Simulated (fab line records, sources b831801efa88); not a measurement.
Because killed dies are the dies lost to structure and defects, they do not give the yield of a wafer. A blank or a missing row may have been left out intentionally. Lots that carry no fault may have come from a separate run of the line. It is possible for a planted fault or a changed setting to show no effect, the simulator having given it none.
fab line records | flow sky130
[record] lots = 5 wafers = 23
route steps=708 shown VIA1@472 METAL2@487 VIA2@522 CAPM@539
startH: the number of hours between the record's first day and the start of the first shown wafer of the lot | waitH: hours elapsed since this lot's preceding step | " repeats the value in the row above | L1.1+2: a row that stands for several wafers | - value missing, or start not given | * or withheld: withheld | < > ~ a bound
route shown NAME@n: names a module that has steps shown in the file, with the first one's number in the route | usual: the fault-free wafers' mean and standard deviation | same: alike in all rows | chamber/n: place in a boat | sites: each site's reading | _std_site: standard deviation across them | _edge_site: the outer-site mean with the inner-site mean subtracted | radiusMm: how far each site lies from the wafer's centre | mask NAME#n: copy n | behind: the tool/chamber that last shaped the wafer | hold: reason for holding the lot/hours on hold/outcome of the hold | device: names the non-switching transistor (n, p or np) | end of line: the tests these same wafers got at the end of their route | step lacking rows: just its recipe | killed: dies lost to structure and defects at the first sort, not the wafer's yield | map: a wafer's dies, x killed, . not, _ none there
set.NAME: setting as actually run; set.NAME@STEP: the setting as run at that earlier step | model.NAME: the simulator's own value behind a step, which no gauge read
lots run with intentionally changed settings; tables by step, rows by wafer
[[steps]]
[step SKY_VIA1_ETCH_14]
[recipe] chemistry = N2/H2 target = BARC ionEnergyEv = 200 sourceW = 500 biasW = 100 pressureMtorr = 30 n2FlowSccm = 100 h2FlowSccm = 200 stopOn = SiO2 timeS = 45.9 targetDepthA = 600
// columns lot.wafer tool chamber startH waitH set.timeS model.KrF-thick_of_VIA1_COAT_07.thkNm
L077.2 rieDiel-01 3 817.17 0.0 45.9 392.2
L077.3 " 2 " " 51.96 385.3
L077.4 " 0 " " 51.96 384.9
L077.5 " 1 " " 45.9 390.9
L077.6 " 0 " " 45.9 392.7
L078.1 rieDiel-01 0 827.11 0.0 45.9 392.2
L078.2 " 1 " " 43.21 394
L078.3 " 2 " " 45.9 391.9
L078.4 " 3 " " 43.21 395.2
L078.5 " 0 " " 43.21 395.1
L080.1 rieDiel-01 1 847.46 0.0 40.51 400.4
L080.2 " 0 " " 45.9 395
L080.4 " 1 " " 45.9 393.7
L080.5 " 2 " " 45.9 395.6
L080.6 " 0 " " 40.51 399.9
L081.1 rieDiel-01 2 869.81 0.0 51.8 389.8
L081.2 " 1 " " 45.9 394.9
L081.3 " 3 " " 51.8 390.4
L081.5 " 0 " " 45.9 395.7
L081.6 " 3 " " 45.9 396.1
L082.1 rieDiel-02 1 871.63 0.0 45.9 393.1
L082.4 " 2 " " 45.9 393.3
L082.5 " 0 " " 45.9 393.7
[step SKY_VIA1_ETCH_15]
[recipe] target = SiO2 chemistry = C4F8/O2/Ar targetDepthNm = 351 stopOn = TiN maskMaterial = KrF-thick sourceW = 1500 biasW = 1200 pressureMtorr = 40 c4f8FlowSccm = withheld O2_flow_sccm = 6 Ar_flow_sccm = 300 timeS = 54
// columns lot.wafer tool chamber startH waitH set.timeS@VIA1_ETCH_14 model.KrF-thick_of_VIA1_COAT_07.thkNm
L077.2 rieDiel-01 3 817.22 0.0 45.9 322.7
L077.3 " 2 " " 51.96 315.5
L077.4 " 0 " " 51.96 315.2
L077.5 " 1 " " 45.9 320
L077.6 " 0 " " 45.9 322.3
L078.1+3 rieDiel-01 0,2 827.15 0.0 45.9 322.3
L078.2 " 1 " " 43.21 323.8
L078.4 " 3 " " 43.21 326
L078.5 " 0 " " 43.21 325.1
L080.1 rieDiel-01 1 847.50 0.0 40.51 329
L080.2 " 0 " " 45.9 325.1
L080.4 " 1 " " 45.9 323
L080.5 " 2 " " 45.9 325.4
L080.6 " 0 " " 40.51 330.7
L081.1 rieDiel-01 2 869.85 0.0 51.8 319.2
L081.2 " 1 " " 45.9 323.5
L081.3 " 3 " " 51.8 319.1
L081.5 " 0 " " 45.9 325.3
L081.6 " 3 " " 45.9 325.4
L082.1 rieDiel-02 1 871.67 0.0 45.9 323.8
L082.4 " 2 " " 45.9 323.3
L082.5 " 0 " " 45.9 323.5
[step SKY_VIA1_STRIP_16]
[recipe] chemistry = O2/N2 powerW = 1400 pressureMtorr = 1500 platenTempC = withheld o2FlowSccm = 3000 n2FlowSccm = 300 overashFraction = 0.5
[usual] stripTimeToEndpointS = 4.458/0.022
// columns lot.wafer tool chamber startH waitH set.timeS@VIA1_ETCH_14 stripTimeToEndpointS
L077.2 plasmaAsher-01 0 817.26 0.0 45.9 4.450
L077.3 " 0 " " 51.96 4.399
L077.4 " 1 " " 51.96 4.362
L077.5 " 0 " " 45.9 4.426
L077.6 " 1 " " 45.9 4.427
L078.1 plasmaAsher-04 0 827.20 0.0 45.9 4.465
L078.2 " 1 " " 43.21 4.475
L078.3 " 0 " " 45.9 4.468
L078.4 " 1 " " 43.21 4.474
L078.5 " 0 " " 43.21 4.456
L080.1 plasmaAsher-04 1 847.55 0.0 40.51 4.515
L080.2 " 0 " " 45.9 4.453
L080.4 " 0 " " 45.9 4.467
L080.5 " 1 " " 45.9 4.446
L080.6 " 0 " " 40.51 4.517
L081.1 plasmaAsher-02 0 869.90 0.0 51.8 4.428
L081.2 " 1 " " 45.9 4.498
L081.3 " 1 " " 51.8 4.445
L081.5 " 0 " " 45.9 4.481
L081.6 " 1 " " 45.9 4.494
L082.1 plasmaAsher-02 1 871.72 0.0 45.9 4.475
L082.4 " 0 " " 45.9 4.464
L082.5 " 0 " " 45.9 4.484
[step SKY_VIA1_SPUTTER_20]
[recipe] material = TiN targetThkNm = 20 chamberPressurePa = 5 powerW = 4000 timeS = 80
// columns lot.wafer tool chamber startH waitH set.timeS model.TiN_of_VIA1_SPUTTER_20.thkNm
L077.2 pvdSputter-04 - 817.86 0.0 87.86 22.08
L077.3 " - " " 87.86 22.27
L077.4 " - " " 80 20.26
L077.5 " - " " 80 19.97
L077.6 " - " " 87.86 22.29
L078.1 pvdSputter-04 - 827.79 0.0 80 19.9
L078.2 " - " " 69.95 17.32
L078.3 " - " " 69.95 17.7
L078.4 " - " " 80 19.72
L078.5 " - " " 80 19.92
L080.1 pvdSputter-04 - 848.20 0.0 87.6 21.99
L080.2 " - " " 87.6 22.02
L080.4 " - " " 80 20.06
L080.5 " - " " 80 20.15
L080.6 " - " " 80 20.35
L081.1 pvdSputter-03 - 870.57 0.0 80 19.96
L081.2 " - " " 80 20.21
L081.3 " - " " 80 20
L081.5 " - " " 80 20.08
L081.6 " - " " 80 20.13
L082.1+5 pvdSputter-03 - 872.31 0.0 80 19.76
L082.4 " - " " 80 19.9
[step SKY_METAL2_SPUTTER_04]
[recipe] material = TiN targetThkNm = 70 powerW = 6500 timeS = 58.3 chamberPressurePa = 0.4
// columns lot.wafer tool chamber startH waitH set.powerW model.TiN_of_METAL2_SPUTTER_04.thkNm
L077.2 pvdSputter-01 - 818.58 0.0 6500 70.02
L077.3 " - " " 6500 69.55
L077.4 " - " " 6500 70.43
L077.5 " - " " 5725 62
L077.6 " - " " 5725 62.59
L078.1 pvdSputter-01 - 828.51 0.0 6767 72.3
L078.2 " - " " 6767 71.81
L078.3 " - " " 6500 69.13
L078.4 " - " " 6500 70.01
L078.5 " - " " 6767 71.95
L080.1 pvdSputter-01 - 848.93 0.0 6500 69.19
L080.2 " - " " 6500 69.16
L080.4 " - " " 7262 78.42
L080.5 " - " " 6500 70.09
L080.6 " - " " 7262 78
L081.1 pvdSputter-02 - 871.29 0.0 6932 75.34
L081.2 " - " " 6932 74.17
L081.3 " - " " 6932 75.46
L081.5 " - " " 6500 71.39
L081.6 " - " " 6500 69.76
L082.1 pvdSputter-04 - 873.03 0.0 6500 70.17
L082.4 " - " " 6500 69.36
L082.5 " - " " 6500 69.7
[step SKY_METAL2_COAT_10]
[recipe] resist = KrF-thick spinRpm = 3000 resistThkNm = 450
// columns lot.wafer tool chamber startH waitH set.spinRpm model.KrF-thick_of_METAL2_COAT_10.thkNm
L077.2 lithoTrack-03 0 - - 3000 449.8
L077.3 " 0 " " 3000 450.2
L077.4 " 0 " " 3000 450.8
L077.5+6 " 0 " " 3000 -
L078.1 lithoTrack-04 0 - - 3000 451.2
L078.2 " 0 " " 3000 451.8
L078.3 " 0 " " 3000 450.2
L078.4 " 0 " " 3000 450.7
L078.5 " 0 " " 3000 450.8
L080.1 lithoTrack-04 0 - - 2928 455.4
L080.2 " 0 " " 3000 448.3
L080.4 " 0 " " 2928 -
L080.5 " 0 " " 2928 456.3
L080.6 " 0 " " 3000 -
L081.1+2 lithoTrack-03 0 - - 3081 -
L081.3 " 0 " " 3000 -
L081.5 " 0 " " 3081 445.5
L081.6 " 0 " " 3000 451
L082.1 lithoTrack-01 0 - - 3000 451.8
L082.4 " 0 " " 3000 450.9
L082.5 " 0 " " 3000 453.2
[step SKY_METAL2_ETCH_18]
[recipe] chemistry = N2/H2 target = BARC ionEnergyEv = 200 biasW = 100 pressureMtorr = 30 n2FlowSccm = 100 h2FlowSccm = 200 icpW = 500 stopOn = SiO2 timeS = 45.9 targetDepthA = 600
// columns lot.wafer tool chamber startH waitH set.ionEnergyEv set.spinRpm@METAL2_COAT_10 model.KrF-thick_of_METAL2_COAT_10.thkNm
L077.2 rieMetal-02 0 845.11 0.0 200 3000 392.8
L077.3 " 1 " " 200 3000 393
L077.4 " 0 " " 200 3000 393.4
L077.5+6 " 1,0 " " 200 3000 -
L078.1 rieMetal-04 1 854.57 0.0 200 3000 393
L078.2 " 0 " " 200 3000 394.5
L078.3 " 1 " " 188.8 3000 393.3
L078.4 " 0 " " 200 3000 393.7
L078.5 " 0 " " 188.8 3000 394.2
L080.1 rieMetal-01 0 875.74 0.1 177.6 2928 399.8
L080.2 " 0 " " 200 3000 390.6
L080.4 " 0 " " 200 2928 -
L080.5 " 0 " " 177.6 2928 400.5
L080.6 " 0 " " 177.6 3000 -
L081.1 rieMetal-01 1 896.69 0.1 200 3081 -
L081.2 " 1 " " 177.5 3081 -
L081.3 " 1 " " 200 3000 -
L081.5 " 1 " " 200 3081 387.3
L081.6 " 1 " " 177.5 3000 394.2
L082.1 rieMetal-04 0 898.58 0.0 200 3000 393.6
L082.4 " 0 " " 200 3000 393
L082.5 " 0 " " 200 3000 395.5
[step SKY_VIA2_ETCH_15]
[recipe] target = SiO2 chemistry = C4F8/O2/Ar targetDepthNm = 546 stopOn = TiN maskMaterial = KrF-thick sourceW = 1500 biasW = 1200 pressureMtorr = 40 c4f8FlowSccm = withheld O2_flow_sccm = 6 Ar_flow_sccm = 300 timeS = 84
// columns lot.wafer tool chamber startH waitH set.sourceW set.powerW@METAL2_SPUTTER_04 model.TiN_of_METAL2_SPUTTER_04.thkNm
L077.2 rieDiel-04 0 872.97 0.0 1667 6500 68.84
L077.3 " 1 " " 1500 6500 69.13
L077.4 " 2 " " 1667 6500 69.25
L077.5 " 0 " " 1667 5725 60.81
L077.6 " 1 " " 1500 5725 62.17
L078.1 rieDiel-01 0 882.18 0.0 1500 6767 71.88
L078.2 " 1 " " 1652 6767 70.7
L078.3 " 3 " " 1500 6500 68.71
L078.4 " 2 " " 1652 6500 68.9
L078.5 " 1 " " 1652 6767 70.83
L080.1 rieDiel-01 3 903.50 0.0 1374 6500 68.77
L080.2 " 1 " " 1500 6500 68.74
L080.4 " 0 " " 1500 7262 78
L080.5 " 1 " " 1374 6500 69.67
L080.6 " 0 " " 1500 7262 77.57
L081.1 rieDiel-01 1 923.20 0.0 1500 6932 74.92
L081.2 " 2 " " 1573 6932 73.41
L081.3 " 0 " " 1573 6932 74.7
L081.5 " 1 " " 1500 6500 70.97
L081.6 " 0 " " 1500 6500 69.34
L082.1 rieDiel-04 3 924.78 0.0 1500 6500 69.74
L082.4 " 0 " " 1500 6500 68.94
L082.5 " 1 " " 1500 6500 69.27
[step SKY_VIA2_CMP_24]
[recipe] stopOn = SiO2 tOverpolishS = 20 downForcePsi = 3.5 platenRpm = 60 targetThkNm = 0 padVelocityMS = 0.94248
[usual] overpolishRunS = 20.001/0.01
// columns lot.wafer tool chamber startH waitH set.tOverpolishS overpolishRunS
L077.2 cmp-01 1 874.08 0.0 20 20.020
L077.4 " 3 " " 15.04 15.043
L077.3 " 0 " " 15.04 15.033
L077.5 " 1 " " 20 19.989
L077.6 " 2 " " 20 20.002
L078.1 cmp-02 2 883.72 0.5 17.36 17.366
L078.2 " 3 " " 17.36 17.359
L078.3 " 0 " " 20 20.019
L078.4 " 1 " " 20 19.997
L078.5 " 2 " " 20 20.002
L080.2 cmp-02 2 904.66 0.0 20 20.007
L080.4 " 3 " " 20 20.000
L080.1 " 0 " " 20 19.992
L080.6 " 2 " " 20 20.007
L080.5 " 3 " " 20 20.016
L081.1 cmp-02 1 924.29 0.1 20 20.015
L081.2 " 2 " " 20 19.994
L081.3 " 3 " " 14.27 14.289
L081.5 " 0 " " 14.27 14.272
L081.6 " 1 " " 20 20.006
L082.4 cmp-01 0 925.83 0.0 20 19.994
L082.1 " 3 " " 20 19.990
L082.5 " 0 " " 20 19.998
[step SKY_CAPM_SPUTTER_02]
[recipe] material = TiN targetThkNm = 200 tempC = 300 powerW = 6500 timeS = 166.7 chamberPressurePa = 0.4
// columns lot.wafer tool chamber startH waitH set.powerW model.TiN_of_CAPM_SPUTTER_02.thkNm
L077.2 pvdSputter-01 - 874.61 0.0 6245 192.1
L077.3 " - " " 6500 201
L077.4 " - " " 6245 193.3
L077.5 " - " " 6500 198.5
L077.6 " - " " 6245 193
L078.1+4 pvdSputter-03 - 884.26 0.1 6500 199.8
L078.2 " - " " 6500 201.2
L078.3 " - " " 6500 198.6
L078.5 " - " " 6500 200.2
L080.1 pvdSputter-04 - 905.19 0.1 6500 195.3
L080.2 " - " " 6762 205.7
L080.4 " - " " 6500 198.6
L080.5 " - " " 6762 204.6
L080.6 " - " " 6500 199.6
L081.1 pvdSputter-04 - 924.77 0.1 6500 198.1
L081.2 " - " " 6500 196.3
L081.3 " - " " 6500 199.2
L081.5 " - " " 6500 198.5
L081.6 " - " " 6500 197.4
L082.1 pvdSputter-03 - 926.37 0.1 6500 201.6
L082.4 " - " " 6500 200.7
L082.5 " - " " 6500 201.1
[step SKY_CAPM_RS_MEAS_03]
[recipe] thkMeasGauge = four-point-probe reads = TiN_of_CAPM_SPUTTER_02
[usual] CAPM_TIN_RS = 6.97/0.097
// columns lot.wafer tool chamber startH waitH set.powerW@CAPM_SPUTTER_02 CAPM_TIN_RS[ohm/sq]
L077.2 filmMetro-01 - 874.74 0.1 6245 7.22
L077.3 " - " " 6500 6.88
L077.4 " - " " 6245 7.18
L077.5 " - " " 6500 6.98
L077.6 " - " " 6245 7.18
L078.1 filmMetro-04 - 884.37 0.1 6500 6.91
L078.2 " - " " 6500 6.86
L078.3 " - " " 6500 6.96
L078.4 " - " " 6500 6.91
L078.5 " - " " 6500 6.90
L080.1 filmMetro-01 - 905.30 0.1 6500 7.10
L080.2 " - " " 6762 6.73
L080.4 " - " " 6500 6.97
L080.5 " - " " 6762 6.77
L080.6 " - " " 6500 6.94
L081.1 filmMetro-01 - 924.88 0.1 6500 6.99
L081.2 " - " " 6500 7.04
L081.3 " - " " 6500 6.94
L081.5 " - " " 6500 6.99
L081.6 " - " " 6500 7.01
L082.1 filmMetro-02 - 926.48 0.1 6500 6.87
L082.4 " - " " 6500 6.89
L082.5 " - " " 6500 6.88
[step SKY_CAPM_THK_MEAS_04]
[recipe] thkMeasGauge = xrf reads = TiN_of_CAPM_SPUTTER_02
[usual] CAPM_TIN_THK = 196.1/2.8
// columns lot.wafer tool chamber startH waitH set.powerW@CAPM_SPUTTER_02 CAPM_TIN_THK[nm]
L077.2 filmMetro-01 - 874.85 0.1 6245 189.1
L077.3 " - " " 6500 199.2
L077.4 " - " " 6245 190.5
L077.5 " - " " 6500 195.2
L077.6 " - " " 6245 189.5
L078.1 filmMetro-04 - 884.49 0.1 6500 196.1
L078.2 " - " " 6500 197.4
L078.3 " - " " 6500 195.5
L078.4 " - " " 6500 197.1
L078.5 " - " " 6500 197.1
L080.1 filmMetro-01 - 905.42 0.1 6500 192.3
L080.2 " - " " 6762 202.1
L080.4 " - " " 6500 197.2
L080.5 " - " " 6762 201.9
L080.6 " - " " 6500 197.2
L081.1 filmMetro-01 - 925.00 0.1 6500 196.1
L081.2 " - " " 6500 194.3
L081.3 " - " " 6500 197.4
L081.5 " - " " 6500 196.5
L081.6 " - " " 6500 194.9
L082.1 filmMetro-02 - 926.60 0.1 6500 199.2
L082.4 " - " " 6500 198.9
L082.5 " - " " 6500 198.5
[step SKY_CAPM_COAT_07]
[recipe] resist = NOVOLAK spinRpm = 3000 resistThkNm = 1140
// columns lot.wafer tool chamber startH waitH set.spinRpm model.NOVOLAK_of_CAPM_COAT_07.thkNm
L077.2+3 lithoTrack-03 0 886.65 0.1 3162 1107
L077.4 " 0 " " 3000 1140
L077.5 " 0 " " 3000 1135
L077.6 " 0 " " 3000 1141
L078.1+5 lithoTrack-03 0 897.77 0.1 3000 1144
L078.2 " 0 " " 2933 1158
L078.3 " 0 " " 2933 1156
L078.4 " 0 " " 2933 1154
L080.1 lithoTrack-04 0 917.24 0.1 3212 1105
L080.2+6 " 0 " " 3000 1141
L080.4 " 0 " " 3212 1104
L080.5 " 0 " " 3000 1142
L081.1+6 lithoTrack-03 0 936.47 0.1 3000 1143
L081.2 " 0 " " 3000 1147
L081.3 " 0 " " 3000 1145
L081.5 " 0 " " 3000 1146
L082.1+5 lithoTrack-04 0 937.59 0.1 3000 1143
L082.4 " 0 " " 3000 1141
[step SKY_CAPM_DEVELOP_11]
[recipe] resist = NOVOLAK developer = TMAH developTimeS = 60 devTempC = 23
// columns lot.wafer tool chamber startH waitH set.developTimeS
L077.2+3+4 lithoTrack-03 0 899.95 0.1 68.08
L077.5+6 " 0 " " 60
L078.1+2+3+4+5 lithoTrack-03 0 909.92 0.1 60
L080.1+2+4+5+6 lithoTrack-03 0 929.42 0.1 60
L081.1+3 lithoTrack-04 0 949.34 0.1 52.75
L081.2+5+6 " 0 " " 60
L082.1+4+5 lithoTrack-04 0 950.44 0.1 60
[step SKY_CAPM_METAL_ETCH_13]
[recipe] targetDepthNm = 220 stopOn = SiO2 chemistry = Cl2/BCl3 target = TiN pressureMtorr = 10 icpW = 900 biasW = 48.5 Cl2_flow_sccm = 60 bcl3FlowSccm = 30 timeS = 62.9
// columns lot.wafer tool chamber startH waitH set.powerW@CAPM_SPUTTER_02 set.spinRpm@CAPM_COAT_07 set.developTimeS@CAPM_DEVELOP_11 model.NOVOLAK_of_CAPM_COAT_07.thkNm model.CAPM.cdNm model.CAPM.featureDepthNm
L077.2 rieMetal-04 1 900.11 0.0 6245 3162 68.08 958.7 985.7 192.1
L077.3 " 0 " " 6500 3162 68.08 957.9 987.7 201
L077.4 " 1 " " 6245 3000 68.08 992 989.9 193.3
L077.5 " 0 " " 6500 3000 60 986.4 1004 198.5
L077.6 " 1 " " 6245 3000 60 993.2 1003 193
L078.1 rieMetal-02 1 910.11 0.0 6500 3000 60 996.3 1003 199.8
L078.2 " 0 " " 6500 2933 60 1011 1001 201.2
L078.3 " 0 " " 6500 2933 60 1009 1005 198.6
L078.4 " 1 " " 6500 2933 60 1008 1002 199.8
L078.5 " 1 " " 6500 3000 60 997 999.5 200.2
L080.1 rieMetal-03 1 929.61 0.0 6500 3212 60 961.4 996.6 195.3
L080.2 " 1 " " 6762 3000 60 998 998.2 205.7
L080.4 " 1 " " 6500 3212 60 961.1 996.8 198.6
L080.5 " 1 " " 6762 3000 60 997.8 1001 204.6
L080.6 " 1 " " 6500 3000 60 997.4 997.6 199.6
L081.1 rieMetal-04 1 949.52 0.0 6500 3000 52.75 994.8 1009 198.1
L081.2 " 0 " " 6500 3000 60 1000 996.9 196.3
L081.3 " 0 " " 6500 3000 52.75 998.3 1012 199.2
L081.5 " 0 " " 6500 3000 60 998.8 996.1 198.5
L081.6 " 1 " " 6500 3000 60 994.6 998 197.4
L082.1 rieMetal-04 1 950.62 0.0 6500 3000 60 994.7 1000 201.6
L082.4 " 1 " " 6500 3000 60 993.8 1001 200.7
L082.5 " 1 " " 6500 3000 60 994.7 1003 201.1
[step SKY_CAPM_STRIP_14]
[recipe] chemistry = O2/N2 powerW = 1400 pressureMtorr = 1500 platenTempC = withheld o2FlowSccm = 3000 n2FlowSccm = 300 overashFraction = 0.5
[usual] stripTimeToEndpointS = 12.67/0.039
// columns lot.wafer tool chamber startH waitH set.spinRpm@CAPM_COAT_07 stripTimeToEndpointS
L077.2 plasmaAsher-04 0 900.19 0.1 3162 12.24
L077.3 " 0 " " 3162 12.26
L077.4 " 1 " " 3000 12.64
L077.5 " 0 " " 3000 12.58
L077.6 " 1 " " 3000 12.66
L078.1 plasmaAsher-03 0 910.19 0.1 3000 12.67
L078.2 " 1 " " 2933 12.79
L078.3 " 0 " " 2933 12.77
L078.4 " 1 " " 2933 12.85
L078.5 " 0 " " 3000 12.69
L080.1 plasmaAsher-02 1 929.76 0.1 3212 12.27
L080.2 " 0 " " 3000 12.70
L080.4 " 1 " " 3212 12.27
L080.5 " 0 " " 3000 12.70
L080.6 " 1 " " 3000 12.70
L081.1 plasmaAsher-02 1 949.60 0.1 3000 12.67
L081.2 " 0 " " 3000 12.75
L081.3 " 1 " " 3000 12.72
L081.5 " 0 " " 3000 12.71
L081.6 " 1 " " 3000 12.66
L082.1 plasmaAsher-04 1 950.70 0.1 3000 12.66
L082.4 " 1 " " 3000 12.66
L082.5 " 0 " " 3000 12.67
[[key]]
[split] step = SKY_VIA1_ETCH_14 setting = timeS stated = 45.9 by = wafer
[response] step = SKY_VIA1_ETCH_14 reading = model.KrF-thick_of_VIA1_COAT_07.thkNm change = -0.468 per = 1% r = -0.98
[response] step = SKY_VIA1_ETCH_15 reading = model.KrF-thick_of_VIA1_COAT_07.thkNm change = -0.454 per = 1% r = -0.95
[response] step = SKY_VIA1_STRIP_16 reading = stripTimeToEndpointS change = * per = 1% r = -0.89
[split] step = SKY_VIA1_SPUTTER_20 setting = timeS stated = 80 by = wafer
[response] step = SKY_VIA1_SPUTTER_20 reading = model.TiN_of_VIA1_SPUTTER_20.thkNm change = +0.195 per = 1% r = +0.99
[split] step = SKY_METAL2_SPUTTER_04 setting = powerW stated = 6500 by = wafer
[response] step = SKY_METAL2_SPUTTER_04 reading = model.TiN_of_METAL2_SPUTTER_04.thkNm change = +0.686 per = 1% r = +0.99
[response] step = SKY_VIA2_ETCH_15 reading = model.TiN_of_METAL2_SPUTTER_04.thkNm change = +0.676 per = 1% r = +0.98
[split] step = SKY_METAL2_COAT_10 setting = spinRpm stated = 3000 by = wafer
[response] step = SKY_METAL2_COAT_10 reading = model.KrF-thick_of_METAL2_COAT_10.thkNm change = -2.61 per = 1% r = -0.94
[response] step = SKY_METAL2_ETCH_18 reading = model.KrF-thick_of_METAL2_COAT_10.thkNm change = -3.27 per = 1% r = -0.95
[split] step = SKY_METAL2_ETCH_18 setting = ionEnergyEv stated = 200 by = wafer
[response] step = SKY_METAL2_ETCH_18 reading = model.KrF-thick_of_METAL2_COAT_10.thkNm change = -0.596 per = 1% r = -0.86
[split] step = SKY_VIA2_ETCH_15 setting = sourceW stated = 1500 by = wafer
response none clear
[split] step = SKY_VIA2_CMP_24 setting = tOverpolishS stated = 20 by = wafer
[response] step = SKY_VIA2_CMP_24 reading = overpolishRunS change = +0.2 per = 1% r = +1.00
[split] step = SKY_CAPM_SPUTTER_02 setting = powerW stated = 6500 by = wafer
[response] step = SKY_CAPM_SPUTTER_02 reading = model.TiN_of_CAPM_SPUTTER_02.thkNm change = +1.79 per = 1% r = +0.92
[response] step = SKY_CAPM_RS_MEAS_03 reading = CAPM_TIN_RS change = -0.0657 per = 1% r = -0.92
[response] step = SKY_CAPM_THK_MEAS_04 reading = CAPM_TIN_THK change = +1.75 per = 1% r = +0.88
[response] step = SKY_CAPM_METAL_ETCH_13 reading = model.CAPM.featureDepthNm change = +1.79 per = 1% r = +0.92
[split] step = SKY_CAPM_COAT_07 setting = spinRpm stated = 3000 by = wafer
[response] step = SKY_CAPM_COAT_07 reading = model.NOVOLAK_of_CAPM_COAT_07.thkNm change = -5.41 per = 1% r = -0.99
[response] step = SKY_CAPM_METAL_ETCH_13 reading = model.NOVOLAK_of_CAPM_COAT_07.thkNm change = -5.48 per = 1% r = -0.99
[response] step = SKY_CAPM_STRIP_14 reading = stripTimeToEndpointS change = * per = 1% r = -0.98
[split] step = SKY_CAPM_DEVELOP_11 setting = developTimeS stated = 60 by = wafer
[response] step = SKY_CAPM_METAL_ETCH_13 reading = model.CAPM.cdNm change = -1.14 per = 1% r = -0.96
